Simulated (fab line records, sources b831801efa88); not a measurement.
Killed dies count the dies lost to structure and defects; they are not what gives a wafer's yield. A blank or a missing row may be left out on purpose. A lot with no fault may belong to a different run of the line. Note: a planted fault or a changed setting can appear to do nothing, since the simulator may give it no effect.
fab line records || flow sky130
record {"lots": 5, "wafers": 14, "last-day": 49}
route steps=708 shown METAL5@664
lots that met no fault: from a run of the same line without faults
start-h: start of the lot's first displayed wafer, in hours after the record's first day || wait-h: how many hours have passed since the lot's step before this one || " unchanged from the row above || L1.1+2: several wafers, shown together as one row || - value missing, or start not given || * or withheld: withheld || < > ~ a bound
route shown NAME@n: names a module that has steps shown in the file, with the first one's number in the route || usual: mean and standard deviation over wafers with no fault || same: alike in all rows || chamber/n: place in a boat || sites: the reading at each site || _std_site: their standard deviation || _edge_site: the outer-site mean with the inner-site mean subtracted || radius-mm: how far each site lies from the wafer's centre || mask NAME#n: copy n || behind: the most recent tool/chamber to have shaped the wafer || hold: cause of the lot's hold/its duration in hours/its outcome || device: the n, p or np transistor that did not switch || end of line: the same wafers' tests at the end of the route || for a step that has no rows: nothing shown but its recipe || killed: dies that structure and defects cost at the first sort, which is not the same as the wafer's yield || map: shows each die of a wafer: x if killed, . if not, _ if none is there
set.NAME: setting as actually run; set.NAME@STEP: the setting as run at that earlier step || model.NAME: the simulator's own value behind a step, which no gauge read
lots seen at some steps along the route; tables by step, rows by wafer
services: when a tool's chamber went out of use (start-h, in hours from the record's first day, below 0 if earlier), for how many hours, and the reason
## steps
# step SKY_METAL5_SPUTTER_03
# recipe {"material": "Ti", "target-thk-nm": 5, "power-w": 3000, "time-s": 3.3, "chamber-pressure-pa": 0.4}
# usual {"throttle-valve-pct": "29.7/1.1"}
{"lot.wafer": "L440.2", "tool": "pvd-sputter-04", "chamber": "-", "start-h": 1000.53, "wait-h": 0.0, "throttle-valve-pct": 28.2}
{"lot.wafer": "L440.3", "tool": "pvd-sputter-04", "chamber": "-", "start-h": 1000.53, "wait-h": 0.0, "throttle-valve-pct": 29.5}
{"lot.wafer": "L440.6", "tool": "pvd-sputter-04", "chamber": "-", "start-h": 1000.53, "wait-h": 0.0, "throttle-valve-pct": 28.2}
{"lot.wafer": "L445.1", "tool": "pvd-sputter-01", "chamber": "-", "start-h": 1033.52, "wait-h": 0.0, "throttle-valve-pct": 29.4}
{"lot.wafer": "L445.2", "tool": "pvd-sputter-01", "chamber": "-", "start-h": 1033.52, "wait-h": 0.0, "throttle-valve-pct": 30.0}
{"lot.wafer": "L445.3", "tool": "pvd-sputter-01", "chamber": "-", "start-h": 1033.52, "wait-h": 0.0, "throttle-valve-pct": 30.1}
{"lot.wafer": "L452.1", "tool": "pvd-sputter-04", "chamber": "-", "start-h": 1081.81, "wait-h": 0.0, "throttle-valve-pct": 28.1}
{"lot.wafer": "L452.3", "tool": "pvd-sputter-04", "chamber": "-", "start-h": 1081.81, "wait-h": 0.0, "throttle-valve-pct": 28.7}
{"lot.wafer": "L459.2", "tool": "pvd-sputter-02", "chamber": "-", "start-h": 1118.11, "wait-h": 0.0, "throttle-valve-pct": 30.5}
{"lot.wafer": "L459.3", "tool": "pvd-sputter-02", "chamber": "-", "start-h": 1118.11, "wait-h": 0.0, "throttle-valve-pct": 29.2}
{"lot.wafer": "L459.4", "tool": "pvd-sputter-02", "chamber": "-", "start-h": 1118.11, "wait-h": 0.0, "throttle-valve-pct": 28.2}
{"lot.wafer": "L462.1", "tool": "pvd-sputter-04", "chamber": "-", "start-h": 1130.67, "wait-h": 0.0, "throttle-valve-pct": 31.5}
{"lot.wafer": "L462.4", "tool": "pvd-sputter-04", "chamber": "-", "start-h": 1130.67, "wait-h": 0.0, "throttle-valve-pct": 28.6}
{"lot.wafer": "L462.5", "tool": "pvd-sputter-04", "chamber": "-", "start-h": 1130.67, "wait-h": 0.0, "throttle-valve-pct": 27.8}
# step SKY_METAL5_SPUTTER_04
# recipe {"material": "TiN", "target-thk-nm": 70, "power-w": 6500, "time-s": 58.3, "chamber-pressure-pa": 0.4}
# usual {"throttle-valve-pct": "29.7/1.1"}
{"lot.wafer": "L440.2", "tool": "pvd-sputter-04", "chamber": "-", "start-h": 1000.55, "wait-h": 0.0, "throttle-valve-pct": 28.3}
{"lot.wafer": "L440.3", "tool": "pvd-sputter-04", "chamber": "-", "start-h": 1000.55, "wait-h": 0.0, "throttle-valve-pct": 28.8}
{"lot.wafer": "L440.6", "tool": "pvd-sputter-04", "chamber": "-", "start-h": 1000.55, "wait-h": 0.0, "throttle-valve-pct": 28.0}
{"lot.wafer": "L445.1", "tool": "pvd-sputter-01", "chamber": "-", "start-h": 1033.54, "wait-h": 0.0, "throttle-valve-pct": 28.9}
{"lot.wafer": "L445.2", "tool": "pvd-sputter-01", "chamber": "-", "start-h": 1033.54, "wait-h": 0.0, "throttle-valve-pct": 30.5}
{"lot.wafer": "L445.3", "tool": "pvd-sputter-01", "chamber": "-", "start-h": 1033.54, "wait-h": 0.0, "throttle-valve-pct": 29.9}
{"lot.wafer": "L452.1", "tool": "pvd-sputter-04", "chamber": "-", "start-h": 1081.82, "wait-h": 0.0, "throttle-valve-pct": 28.2}
{"lot.wafer": "L452.3", "tool": "pvd-sputter-04", "chamber": "-", "start-h": 1081.82, "wait-h": 0.0, "throttle-valve-pct": 28.8}
{"lot.wafer": "L459.2", "tool": "pvd-sputter-02", "chamber": "-", "start-h": 1118.13, "wait-h": 0.0, "throttle-valve-pct": 30.3}
{"lot.wafer": "L459.3", "tool": "pvd-sputter-02", "chamber": "-", "start-h": 1118.13, "wait-h": 0.0, "throttle-valve-pct": 29.4}
{"lot.wafer": "L459.4", "tool": "pvd-sputter-02", "chamber": "-", "start-h": 1118.13, "wait-h": 0.0, "throttle-valve-pct": 28.1}
{"lot.wafer": "L462.1", "tool": "pvd-sputter-04", "chamber": "-", "start-h": 1130.69, "wait-h": 0.0, "throttle-valve-pct": 31.7}
{"lot.wafer": "L462.4", "tool": "pvd-sputter-04", "chamber": "-", "start-h": 1130.69, "wait-h": 0.0, "throttle-valve-pct": 28.4}
{"lot.wafer": "L462.5", "tool": "pvd-sputter-04", "chamber": "-", "start-h": 1130.69, "wait-h": 0.0, "throttle-valve-pct": 28.0}
# step SKY_METAL5_RS_MEAS_05
# recipe {"thk-meas-gauge": "four-point-probe", "reads": "TiN_of_METAL5_SPUTTER_04+Ti_of_METAL5_SPUTTER_03+AlCu_of_METAL5_SPUTTER_02+TiN_of_METAL5_SPUTTER_01+Ti_of_METAL5_SPUTTER_00"}
# usual {"METAL5_ALCU_RS": "0.0271/0.00031"}
{"lot.wafer": "L440.2", "tool": "film-metro-02", "chamber": "-", "start-h": 1000.62, "wait-h": 0.0, "METAL5_ALCU_RS[ohm/sq]": 0.0269}
{"lot.wafer": "L440.3", "tool": "film-metro-02", "chamber": "-", "start-h": 1000.62, "wait-h": 0.0, "METAL5_ALCU_RS[ohm/sq]": 0.0273}
{"lot.wafer": "L440.6", "tool": "film-metro-02", "chamber": "-", "start-h": 1000.62, "wait-h": 0.0, "METAL5_ALCU_RS[ohm/sq]": 0.0272}
{"lot.wafer": "L445.1", "tool": "film-metro-03", "chamber": "-", "start-h": 1033.59, "wait-h": 0.0, "METAL5_ALCU_RS[ohm/sq]": 0.0269}
{"lot.wafer": "L445.2", "tool": "film-metro-03", "chamber": "-", "start-h": 1033.59, "wait-h": 0.0, "METAL5_ALCU_RS[ohm/sq]": 0.0265}
{"lot.wafer": "L445.3", "tool": "film-metro-03", "chamber": "-", "start-h": 1033.59, "wait-h": 0.0, "METAL5_ALCU_RS[ohm/sq]": 0.0268}
{"lot.wafer": "L452.1", "tool": "film-metro-04", "chamber": "-", "start-h": 1081.93, "wait-h": 0.1, "METAL5_ALCU_RS[ohm/sq]": 0.0266}
{"lot.wafer": "L452.3", "tool": "film-metro-04", "chamber": "-", "start-h": 1081.93, "wait-h": 0.1, "METAL5_ALCU_RS[ohm/sq]": 0.0266}
{"lot.wafer": "L459.2", "tool": "film-metro-03", "chamber": "-", "start-h": 1118.20, "wait-h": 0.0, "METAL5_ALCU_RS[ohm/sq]": 0.0269}
{"lot.wafer": "L459.3", "tool": "film-metro-03", "chamber": "-", "start-h": 1118.20, "wait-h": 0.0, "METAL5_ALCU_RS[ohm/sq]": 0.0270}
{"lot.wafer": "L459.4", "tool": "film-metro-03", "chamber": "-", "start-h": 1118.20, "wait-h": 0.0, "METAL5_ALCU_RS[ohm/sq]": 0.0269}
{"lot.wafer": "L462.1", "tool": "film-metro-03", "chamber": "-", "start-h": 1130.74, "wait-h": 0.0, "METAL5_ALCU_RS[ohm/sq]": 0.0270}
{"lot.wafer": "L462.4", "tool": "film-metro-03", "chamber": "-", "start-h": 1130.74, "wait-h": 0.0, "METAL5_ALCU_RS[ohm/sq]": 0.0271}
{"lot.wafer": "L462.5", "tool": "film-metro-03", "chamber": "-", "start-h": 1130.74, "wait-h": 0.0, "METAL5_ALCU_RS[ohm/sq]": 0.0268}
# step SKY_METAL5_THK_MEAS_06
# recipe {"thk-meas-gauge": "xrf", "reads": "AlCu_of_METAL5_SPUTTER_02"}
# usual {"METAL5_ALCU_THK": "1140/14"}
{"lot.wafer": "L440.2", "tool": "film-metro-02", "chamber": "-", "start-h": 1000.73, "wait-h": 0.1, "METAL5_ALCU_THK[nm]": 1147}
{"lot.wafer": "L440.3", "tool": "film-metro-02", "chamber": "-", "start-h": 1000.73, "wait-h": 0.1, "METAL5_ALCU_THK[nm]": 1131}
{"lot.wafer": "L440.6", "tool": "film-metro-02", "chamber": "-", "start-h": 1000.73, "wait-h": 0.1, "METAL5_ALCU_THK[nm]": 1131}
{"lot.wafer": "L445.1", "tool": "film-metro-03", "chamber": "-", "start-h": 1033.71, "wait-h": 0.1, "METAL5_ALCU_THK[nm]": 1153}
{"lot.wafer": "L445.2", "tool": "film-metro-03", "chamber": "-", "start-h": 1033.71, "wait-h": 0.1, "METAL5_ALCU_THK[nm]": 1160}
{"lot.wafer": "L445.3", "tool": "film-metro-03", "chamber": "-", "start-h": 1033.71, "wait-h": 0.1, "METAL5_ALCU_THK[nm]": 1153}
{"lot.wafer": "L452.1", "tool": "film-metro-04", "chamber": "-", "start-h": 1082.05, "wait-h": 0.1, "METAL5_ALCU_THK[nm]": 1172}
{"lot.wafer": "L452.3", "tool": "film-metro-04", "chamber": "-", "start-h": 1082.05, "wait-h": 0.1, "METAL5_ALCU_THK[nm]": 1168}
{"lot.wafer": "L459.2", "tool": "film-metro-03", "chamber": "-", "start-h": 1118.31, "wait-h": 0.1, "METAL5_ALCU_THK[nm]": 1143}
{"lot.wafer": "L459.3", "tool": "film-metro-03", "chamber": "-", "start-h": 1118.31, "wait-h": 0.1, "METAL5_ALCU_THK[nm]": 1143}
{"lot.wafer": "L459.4", "tool": "film-metro-03", "chamber": "-", "start-h": 1118.31, "wait-h": 0.1, "METAL5_ALCU_THK[nm]": 1147}
{"lot.wafer": "L462.1", "tool": "film-metro-03", "chamber": "-", "start-h": 1130.86, "wait-h": 0.1, "METAL5_ALCU_THK[nm]": 1140}
{"lot.wafer": "L462.4", "tool": "film-metro-03", "chamber": "-", "start-h": 1130.86, "wait-h": 0.1, "METAL5_ALCU_THK[nm]": 1142}
{"lot.wafer": "L462.5", "tool": "film-metro-03", "chamber": "-", "start-h": 1130.86, "wait-h": 0.1, "METAL5_ALCU_THK[nm]": 1152}
# step SKY_METAL5_DEHYDRATE_07
# recipe {"temp-c": 200, "time-s": 60}
# step SKY_METAL5_HMDS_08
# recipe {"prime-time-s": 60, "prime-temp-c": 120}
# step SKY_METAL5_COAT_09
# recipe {"resist": "NOVOLAK", "spin-rpm": 3000, "resist-thk-nm": 1800}
# step SKY_METAL5_SOFTBAKE_10
# recipe {"temp-c": 90, "time-s": 60, "resist": "NOVOLAK"}
# step SKY_METAL5_EXPOSE_11
# recipe {"mask-id": "MM5", "na": 0.6, "source-shape": "conventional", "sigma-outer": 0.6, "polarization": "unpolarized", "target-cd-nm": 1600, "dose-mj": 190}
# step SKY_METAL5_PEB_12
# recipe {"temp-c": "withheld", "time-s": "*", "resist": "NOVOLAK"}
# step SKY_METAL5_DEVELOP_13
# recipe {"resist": "NOVOLAK", "developer": "TMAH", "develop-time-s": 60, "dev-temp-c": 23}
# step SKY_METAL5_DESCUM_14
# recipe {"chemistry": "O2", "source-power-w": 150, "bias-power-w": 0, "pressure-mtorr": 10, "temp-c": 40, "time-s": 11}
# usual {"drypump-motor-current-A": "5.9/0.46", "oes-product-au": "0.996/0.0077"}
{"lot.wafer": "L440.2", "tool": "rie-metal-02", "chamber": 1, "start-h": 1023.13, "wait-h": 0.1, "drypump-motor-current-A": 6.4, "oes-product-au": 0.996, "rf-hours-counter-h": 11}
{"lot.wafer": "L440.3", "tool": "rie-metal-02", "chamber": 1, "start-h": 1023.13, "wait-h": 0.1, "drypump-motor-current-A": 6.4, "oes-product-au": 0.994, "rf-hours-counter-h": "-"}
{"lot.wafer": "L440.6", "tool": "rie-metal-02", "chamber": 0, "start-h": 1023.13, "wait-h": 0.1, "drypump-motor-current-A": 5.3, "oes-product-au": 1.003, "rf-hours-counter-h": "-"}
{"lot.wafer": "L445.1", "tool": "rie-metal-01", "chamber": 0, "start-h": 1055.43, "wait-h": 0.1, "drypump-motor-current-A": 5.6, "oes-product-au": 0.987, "rf-hours-counter-h": 12}
{"lot.wafer": "L445.2", "tool": "rie-metal-01", "chamber": 1, "start-h": 1055.43, "wait-h": 0.1, "drypump-motor-current-A": 5.6, "oes-product-au": 1.000, "rf-hours-counter-h": 17}
{"lot.wafer": "L445.3", "tool": "rie-metal-01", "chamber": 1, "start-h": 1055.43, "wait-h": 0.1, "drypump-motor-current-A": 5.6, "oes-product-au": 0.991, "rf-hours-counter-h": "-"}
{"lot.wafer": "L452.1", "tool": "rie-metal-02", "chamber": 1, "start-h": 1101.64, "wait-h": 0.1, "drypump-motor-current-A": 6.4, "oes-product-au": 0.993, "rf-hours-counter-h": 17}
{"lot.wafer": "L452.3", "tool": "rie-metal-02", "chamber": 1, "start-h": 1101.64, "wait-h": 0.1, "drypump-motor-current-A": 6.4, "oes-product-au": 1.002, "rf-hours-counter-h": "-"}
{"lot.wafer": "L459.2", "tool": "rie-metal-01", "chamber": 0, "start-h": 1135.68, "wait-h": 0.1, "drypump-motor-current-A": 5.6, "oes-product-au": 1.007, "rf-hours-counter-h": 18}
{"lot.wafer": "L459.3", "tool": "rie-metal-01", "chamber": 0, "start-h": 1135.68, "wait-h": 0.1, "drypump-motor-current-A": 5.6, "oes-product-au": 1.011, "rf-hours-counter-h": "-"}
{"lot.wafer": "L459.4", "tool": "rie-metal-01", "chamber": 1, "start-h": 1135.68, "wait-h": 0.1, "drypump-motor-current-A": 5.6, "oes-product-au": 0.999, "rf-hours-counter-h": "-"}
{"lot.wafer": "L462.1", "tool": "rie-metal-01", "chamber": 1, "start-h": 1148.31, "wait-h": 0.1, "drypump-motor-current-A": 5.6, "oes-product-au": 1.002, "rf-hours-counter-h": 24}
{"lot.wafer": "L462.4", "tool": "rie-metal-01", "chamber": 1, "start-h": 1148.31, "wait-h": 0.1, "drypump-motor-current-A": 5.6, "oes-product-au": 1.002, "rf-hours-counter-h": "-"}
{"lot.wafer": "L462.5", "tool": "rie-metal-01", "chamber": 1, "start-h": 1148.31, "wait-h": 0.1, "drypump-motor-current-A": 5.6, "oes-product-au": 0.994, "rf-hours-counter-h": "-"}
# step SKY_METAL5_METAL_ETCH_15
# recipe {"target-depth-a": 12600, "stop-on": "SiO2", "over-etch-frac": 0.2, "time-s": 252, "chemistry": "Cl2/BCl3", "resist-sidewall-deg": 86, "pressure-mtorr": 10, "icp-w": 900, "bias-w": 48.5, "Cl2_flow_sccm": 60, "bcl3-flow-sccm": 30}
# usual {"drypump-motor-current-A": "5.9/0.47", "oes-product-au": "0.893/0.0045", "run-length-s": "280.5/0.55", "throttle-valve-pct": "22.265/0.01"}
{"lot.wafer": "L440.2", "tool": "rie-metal-02", "chamber": 1, "start-h": 1023.16, "wait-h": 0.0, "drypump-motor-current-A": 6.4, "oes-product-au": 0.889, "rf-hours-counter-h": 11, "run-length-s": 281.0, "throttle-valve-pct": 22.257, "model.NOVOLAK_of_METAL5_COAT_09.thk-nm": 1037}
{"lot.wafer": "L440.3", "tool": "rie-metal-02", "chamber": 1, "start-h": 1023.16, "wait-h": 0.0, "drypump-motor-current-A": 6.4, "oes-product-au": 0.885, "rf-hours-counter-h": "-", "run-length-s": 281.0, "throttle-valve-pct": 22.268, "model.NOVOLAK_of_METAL5_COAT_09.thk-nm": 1034}
{"lot.wafer": "L440.6", "tool": "rie-metal-02", "chamber": 0, "start-h": 1023.16, "wait-h": 0.0, "drypump-motor-current-A": 5.4, "oes-product-au": 0.887, "rf-hours-counter-h": "-", "run-length-s": 280.7, "throttle-valve-pct": 22.266, "model.NOVOLAK_of_METAL5_COAT_09.thk-nm": 1039}
{"lot.wafer": "L445.1", "tool": "rie-metal-01", "chamber": 0, "start-h": 1055.46, "wait-h": 0.0, "drypump-motor-current-A": 5.6, "oes-product-au": 0.900, "rf-hours-counter-h": 12, "run-length-s": 280.1, "throttle-valve-pct": 22.253, "model.NOVOLAK_of_METAL5_COAT_09.thk-nm": 1025}
{"lot.wafer": "L445.2", "tool": "rie-metal-01", "chamber": 1, "start-h": 1055.46, "wait-h": 0.0, "drypump-motor-current-A": 5.6, "oes-product-au": 0.897, "rf-hours-counter-h": 17, "run-length-s": 279.6, "throttle-valve-pct": 22.254, "model.NOVOLAK_of_METAL5_COAT_09.thk-nm": 1024}
{"lot.wafer": "L445.3", "tool": "rie-metal-01", "chamber": 1, "start-h": 1055.46, "wait-h": 0.0, "drypump-motor-current-A": 5.6, "oes-product-au": 0.888, "rf-hours-counter-h": "-", "run-length-s": 279.9, "throttle-valve-pct": 22.275, "model.NOVOLAK_of_METAL5_COAT_09.thk-nm": 1029}
{"lot.wafer": "L452.1", "tool": "rie-metal-02", "chamber": 1, "start-h": 1101.67, "wait-h": 0.0, "drypump-motor-current-A": 6.4, "oes-product-au": 0.969, "rf-hours-counter-h": 17, "run-length-s": 264.6, "throttle-valve-pct": 22.263, "model.NOVOLAK_of_METAL5_COAT_09.thk-nm": 1076}
{"lot.wafer": "L452.3", "tool": "rie-metal-02", "chamber": 1, "start-h": 1101.67, "wait-h": 0.0, "drypump-motor-current-A": 6.4, "oes-product-au": 0.893, "rf-hours-counter-h": "-", "run-length-s": 280.8, "throttle-valve-pct": 22.273, "model.NOVOLAK_of_METAL5_COAT_09.thk-nm": 1030}
{"lot.wafer": "L459.2", "tool": "rie-metal-01", "chamber": 0, "start-h": 1135.71, "wait-h": 0.0, "drypump-motor-current-A": 5.6, "oes-product-au": 0.890, "rf-hours-counter-h": 18, "run-length-s": 279.9, "throttle-valve-pct": 22.271, "model.NOVOLAK_of_METAL5_COAT_09.thk-nm": 1047}
{"lot.wafer": "L459.3", "tool": "rie-metal-01", "chamber": 0, "start-h": 1135.71, "wait-h": 0.0, "drypump-motor-current-A": 5.6, "oes-product-au": 0.890, "rf-hours-counter-h": "-", "run-length-s": 280.3, "throttle-valve-pct": 22.250, "model.NOVOLAK_of_METAL5_COAT_09.thk-nm": 1046}
{"lot.wafer": "L459.4", "tool": "rie-metal-01", "chamber": 1, "start-h": 1135.71, "wait-h": 0.0, "drypump-motor-current-A": 5.5, "oes-product-au": 0.901, "rf-hours-counter-h": "-", "run-length-s": 279.7, "throttle-valve-pct": 22.274, "model.NOVOLAK_of_METAL5_COAT_09.thk-nm": 1044}
{"lot.wafer": "L462.1", "tool": "rie-metal-01", "chamber": 1, "start-h": 1148.35, "wait-h": 0.0, "drypump-motor-current-A": 5.6, "oes-product-au": 0.891, "rf-hours-counter-h": 24, "run-length-s": 279.6, "throttle-valve-pct": 22.282, "model.NOVOLAK_of_METAL5_COAT_09.thk-nm": 1031}
{"lot.wafer": "L462.4", "tool": "rie-metal-01", "chamber": 1, "start-h": 1148.35, "wait-h": 0.0, "drypump-motor-current-A": 5.6, "oes-product-au": 0.896, "rf-hours-counter-h": "-", "run-length-s": 279.9, "throttle-valve-pct": 22.263, "model.NOVOLAK_of_METAL5_COAT_09.thk-nm": 1029}
{"lot.wafer": "L462.5", "tool": "rie-metal-01", "chamber": 1, "start-h": 1148.35, "wait-h": 0.0, "drypump-motor-current-A": 5.6, "oes-product-au": 0.895, "rf-hours-counter-h": "-", "run-length-s": 279.7, "throttle-valve-pct": 22.257, "model.NOVOLAK_of_METAL5_COAT_09.thk-nm": 1024}
# step SKY_METAL5_STRIP_16
# recipe {"chemistry": "O2/N2", "power-w": 1400, "pressure-mtorr": 1500, "platen-temp-c": "withheld", "o2-flow-sccm": 3000, "n2-flow-sccm": 300, "overash-fraction": 0.5}
# usual {"drypump-motor-current-A": "5.8/0.47", "n2-flow-sccm": "299.9/0.84", "o2-flow-sccm": "3000/10", "oes-product-au": "0.710/0.0045", "strip-time-to-endpoint-s": "13.10/0.093"}
{"lot.wafer": "L440.2", "tool": "plasma-asher-02", "chamber": 0, "start-h": 1023.40, "wait-h": 0.2, "drypump-motor-current-A": 6.2, "n2-flow-sccm": 300.8, "o2-flow-sccm": 2999, "oes-product-au": 0.706, "rf-hours-counter-h": 61, "strip-time-to-endpoint-s": 13.11}
{"lot.wafer": "L440.3", "tool": "plasma-asher-02", "chamber": 1, "start-h": 1023.40, "wait-h": 0.2, "drypump-motor-current-A": 5.4, "n2-flow-sccm": 298.8, "o2-flow-sccm": 2992, "oes-product-au": 0.718, "rf-hours-counter-h": "-", "strip-time-to-endpoint-s": 13.06}
{"lot.wafer": "L440.6", "tool": "plasma-asher-02", "chamber": 0, "start-h": 1023.40, "wait-h": 0.2, "drypump-motor-current-A": 6.2, "n2-flow-sccm": 297.9, "o2-flow-sccm": 2990, "oes-product-au": 0.708, "rf-hours-counter-h": "-", "strip-time-to-endpoint-s": 13.11}
{"lot.wafer": "L445.1", "tool": "plasma-asher-02", "chamber": 1, "start-h": 1055.70, "wait-h": 0.2, "drypump-motor-current-A": 5.4, "n2-flow-sccm": 300.3, "o2-flow-sccm": 3004, "oes-product-au": 0.716, "rf-hours-counter-h": 64, "strip-time-to-endpoint-s": 12.94}
{"lot.wafer": "L445.2", "tool": "plasma-asher-02", "chamber": 0, "start-h": 1055.70, "wait-h": 0.2, "drypump-motor-current-A": 6.3, "n2-flow-sccm": 300.4, "o2-flow-sccm": 2980, "oes-product-au": 0.712, "rf-hours-counter-h": 64, "strip-time-to-endpoint-s": 12.94}
{"lot.wafer": "L445.3", "tool": "plasma-asher-02", "chamber": 0, "start-h": 1055.70, "wait-h": 0.2, "drypump-motor-current-A": 6.3, "n2-flow-sccm": 300.3, "o2-flow-sccm": 2980, "oes-product-au": 0.721, "rf-hours-counter-h": "-", "strip-time-to-endpoint-s": 13.01}
{"lot.wafer": "L452.1", "tool": "plasma-asher-02", "chamber": 0, "start-h": 1101.91, "wait-h": 0.2, "drypump-motor-current-A": 6.2, "n2-flow-sccm": 299.9, "o2-flow-sccm": 3010, "oes-product-au": 0.707, "rf-hours-counter-h": 69, "strip-time-to-endpoint-s": 13.54}
{"lot.wafer": "L452.3", "tool": "plasma-asher-02", "chamber": 0, "start-h": 1101.91, "wait-h": 0.2, "drypump-motor-current-A": 6.2, "n2-flow-sccm": 300.4, "o2-flow-sccm": 3013, "oes-product-au": 0.708, "rf-hours-counter-h": "-", "strip-time-to-endpoint-s": 13.00}
{"lot.wafer": "L459.2", "tool": "plasma-asher-03", "chamber": 0, "start-h": 1135.95, "wait-h": 0.2, "drypump-motor-current-A": 5.4, "n2-flow-sccm": 298.5, "o2-flow-sccm": 3004, "oes-product-au": 0.717, "rf-hours-counter-h": 97, "strip-time-to-endpoint-s": 13.21}
{"lot.wafer": "L459.3", "tool": "plasma-asher-03", "chamber": 0, "start-h": 1135.95, "wait-h": 0.2, "drypump-motor-current-A": 5.4, "n2-flow-sccm": 299.9, "o2-flow-sccm": 3012, "oes-product-au": 0.712, "rf-hours-counter-h": "-", "strip-time-to-endpoint-s": 13.21}
{"lot.wafer": "L459.4", "tool": "plasma-asher-03", "chamber": 1, "start-h": 1135.95, "wait-h": 0.2, "drypump-motor-current-A": 6.6, "n2-flow-sccm": 300.3, "o2-flow-sccm": 2992, "oes-product-au": 0.713, "rf-hours-counter-h": "-", "strip-time-to-endpoint-s": 13.19}
{"lot.wafer": "L462.1", "tool": "plasma-asher-02", "chamber": 0, "start-h": 1148.58, "wait-h": 0.2, "drypump-motor-current-A": 6.3, "n2-flow-sccm": 300.8, "o2-flow-sccm": 3001, "oes-product-au": 0.717, "rf-hours-counter-h": 73, "strip-time-to-endpoint-s": 13.02}
{"lot.wafer": "L462.4", "tool": "plasma-asher-02", "chamber": 0, "start-h": 1148.58, "wait-h": 0.2, "drypump-motor-current-A": 6.3, "n2-flow-sccm": 302.7, "o2-flow-sccm": 2993, "oes-product-au": 0.707, "rf-hours-counter-h": "-", "strip-time-to-endpoint-s": 13.00}
{"lot.wafer": "L462.5", "tool": "plasma-asher-02", "chamber": 1, "start-h": 1148.58, "wait-h": 0.2, "drypump-motor-current-A": 5.4, "n2-flow-sccm": 300.7, "o2-flow-sccm": 2991, "oes-product-au": 0.707, "rf-hours-counter-h": "-", "strip-time-to-endpoint-s": 12.93}
# step SKY_METAL5_STRIP_17
# recipe {"chemistry": "post-etch-residue-remover", "time-s": 1200, "temp-c": 72.5}
## services
{"tool": "pvd-sputter-01", "chamber": "-", "start-h": 1065.34, "hours": 3.5, "kind": "repair"}
{"tool": "plasma-asher-02", "chamber": "-", "start-h": 1076.80, "hours": 2.8, "kind": "pm"}
{"tool": "pvd-sputter-02", "chamber": "-", "start-h": 1096.19, "hours": 4.7, "kind": "repair"}
{"tool": "pvd-sputter-02", "chamber": "-", "start-h": 1132.00, "hours": 3.6, "kind": "repair"}
{"tool": "plasma-asher-02", "chamber": "-", "start-h": 1139.34, "hours": 0.8, "kind": "repair"}
## key
first-sign {"step": "SKY_METAL5_METAL_ETCH_15", "reading": "run-length-s", "direction": "down", "sigmas": 29, "usual": "*", "struck": "*"}
effect {"step": "SKY_METAL5_METAL_ETCH_15", "reading": "oes-product-au", "direction": "up", "sigmas": 17, "usual": 0.893, "struck": 0.969}
effect {"step": "SKY_METAL5_STRIP_16", "reading": "strip-time-to-endpoint-s", "direction": "up", "sigmas": 4.7, "usual": "*", "struck": "*"}
model-effect {"step": "SKY_METAL5_METAL_ETCH_15", "value": "NOVOLAK_of_METAL5_COAT_09.thk-nm", "without": 1028, "struck": 1076}
met-at SKY_METAL5_METAL_ETCH_15
struck-wafers L452.1
onset-between 1023.16 1101.67
fault {"kind": "process-parameter-drift", "tool": "rie-metal-02", "chamber": "-", "onset-h": 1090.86, "steps": "SKY_METAL5_METAL_ETCH_15", "channel": "time-s", "offset": "*", "shape": "step", "end-h": 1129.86, "scope": "struck-wafers-only", "acts-in": "*", "stated": "*"}
